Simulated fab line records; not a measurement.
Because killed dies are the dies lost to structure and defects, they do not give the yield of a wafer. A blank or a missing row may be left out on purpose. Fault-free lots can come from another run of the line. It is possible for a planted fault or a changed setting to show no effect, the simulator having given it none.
A single fault, viewed from 2 desks || flow sky130 || numbers are kept per desk, each desk with only its own; the story behind them comes last

== FROM THE METROLOGY DESK ==
Means of the sampled wafers that have a number, per lot and without regard to the tool the lot ran on: this is what the gauges read. The brackets show how far a lot's mean lies from the usual mean; more than 4 standard deviations puts the lot out of limits, marked OUT.
Columns: A = SONOS_ONO_CVD_02_THK at SKY_SONOS_ONO_THK_MEAS_03, usual 10.53 nm; B = POLY_GATE_OXIDATION_THK at SKY_POLY_GATE_THK_MEAS_21, usual 4.03 nm; C = cd_nm at SKY_LDD_P_CD_MEAS_07, usual 379.5 nm
{"lot": "L453", "first seen here": "day 11 07:32", "A": 10.68, "B": 4.02, "C": 376.8}
{"lot": "L454", "first seen here": "day 11 23:24", "A": 10.70, "B": 3.96, "C": 375.4}
{"lot": "L460", "first seen here": "day 14 03:43", "A": "11.43 (+6.9) OUT", "B": 4.07, "C": 377.3}
{"lot": "L461", "first seen here": "day 14 08:31", "A": "11.29 (+5.8) OUT", "B": 3.97, "C": 381.7}
{"lot": "L462", "first seen here": "day 14 11:17", "A": "11.14 (+4.7) OUT", "B": 3.98, "C": 376.2}
{"lot": "L470", "first seen here": "day 17 03:40", "A": 10.66, "B": 4.07, "C": 377.8}
{"lot": "L469", "first seen here": "day 17 03:40", "A": 10.63, "B": 3.89, "C": 382.2}
{"lot": "L471", "first seen here": "day 17 12:18", "A": 10.62, "B": 4.07, "C": 378.8}
{"lot": "L472", "first seen here": "day 17 18:10", "A": 10.59, "B": 3.97, "C": 376.9}
{"lot": "L473", "first seen here": "day 18 02:22", "A": 10.49, "B": 4.08, "C": 377.9}
{"lot": "L475", "first seen here": "day 19 04:28", "A": 10.40, "B": 4.08, "C": 376.5}
{"lot": "L476", "first seen here": "day 19 13:17", "A": 10.46, "B": 4.06, "C": 380.9}
This desk's result: L460, L461, L462 out of limits, first on L460 (SONOS_ONO_CVD_02_THK at SKY_SONOS_ONO_THK_MEAS_03), day 14 03:43. L453, L454, L470, L469, L471, L472, L473, L475, L476: within limits.

== DESK OF THE TOOL OWNER: lpcvd-02 ==
The tool's own readings at SKY_SONOS_ONO_CVD_02 (deposits Si3N4 from DCS/NH3, target thk 10.5 nm, time 180 s): means of the sampled wafers that have a number, for each lot that ran on this tool. The brackets show how far a lot's mean lies from the usual mean; more than 4 standard deviations puts the lot out of limits, marked OUT.
Columns: A = pressure_mtorr at SKY_SONOS_ONO_CVD_02, usual 250.0 mTorr; B = spike_tc_centre_C at SKY_SONOS_ONO_CVD_02, usual 771.1 C; C = zone_power_centre_pct at SKY_SONOS_ONO_CVD_02, usual 15.5 %; D = zone_power_lower_pct at SKY_SONOS_ONO_CVD_02, usual 10.91 %; E = zone_power_upper_pct at SKY_SONOS_ONO_CVD_02, usual 12.21 %
{"lot": "L453", "first seen here": "day 11 06:29", "A": 250.1, "B": 772.6, "C": 16.0, "D": 10.69, "E": 12.17}
{"lot": "L454", "first seen here": "day 11 22:20", "A": 249.9, "B": 772.2, "C": 15.8, "D": 10.76, "E": 12.16}
{"lot": "L460", "first seen here": "day 14 02:40", "A": 250.2, "B": "787.0 (+14) OUT", "C": "19.8 (+7.6) OUT", "D": "9.17 (-7.9) OUT", "E": "10.07 (-18) OUT"}
{"lot": "L461", "first seen here": "day 14 07:28", "A": 250.2, "B": "786.9 (+14) OUT", "C": "20.0 (+7.8) OUT", "D": "9.11 (-8.2) OUT", "E": "10.08 (-18) OUT"}
{"lot": "L462", "first seen here": "day 14 10:14", "A": 249.9, "B": "787.5 (+15) OUT", "C": "20.0 (+7.9) OUT", "D": "9.18 (-7.8) OUT", "E": "10.01 (-18) OUT"}
{"lot": "L469", "first seen here": "day 17 02:37", "A": 249.9, "B": 771.4, "C": 16.1, "D": 10.67, "E": 12.11}
{"lot": "L470", "first seen here": "day 17 02:37", "A": 249.7, "B": 771.3, "C": 15.0, "D": 11.19, "E": 12.13}
{"lot": "L471", "first seen here": "day 17 11:15", "A": 250.1, "B": 770.6, "C": 15.1, "D": 11.11, "E": 12.31}
{"lot": "L472", "first seen here": "day 17 17:07", "A": 249.8, "B": 771.2, "C": 15.9, "D": 10.65, "E": 12.20}
{"lot": "L473", "first seen here": "day 18 01:17", "A": 249.7, "B": 771.5, "C": 16.1, "D": 10.73, "E": 12.21}
{"lot": "L475", "first seen here": "day 19 03:25", "A": 249.8, "B": 772.1, "C": 16.0, "D": 10.73, "E": 12.19}
{"lot": "L476", "first seen here": "day 19 12:14", "A": 250.5, "B": 771.4, "C": 16.0, "D": 10.69, "E": 12.13}
This desk's finding: out of limits on L460, L461, L462; first on L460, day 14 02:40 (spike_tc_centre_C at SKY_SONOS_ONO_CVD_02). L453, L454, L469, L470, L471, L472, L473, L475, L476: within limits.

== TAKEN TOGETHER ==
On L460, L461, L462, at day 14 02:40, an alarm was possible from the tool owner's desk.
The metrology desk could have raised an alarm at day 14 03:43, on L460, L461, L462.
Of the lots named, all ran SKY_SONOS_ONO_CVD_02 on lpcvd-02.

== WHAT THE SIMULATOR HAD INSERTED ==
lpcvd-02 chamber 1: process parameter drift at SKY_SONOS_ONO_CVD_02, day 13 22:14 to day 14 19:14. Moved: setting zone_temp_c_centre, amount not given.
Shown lots that were struck: L460, L461, L462.
Hours from the fault's start to each desk's first reading out of limits: the tool owner's desk, 4; the metrology desk, 5.
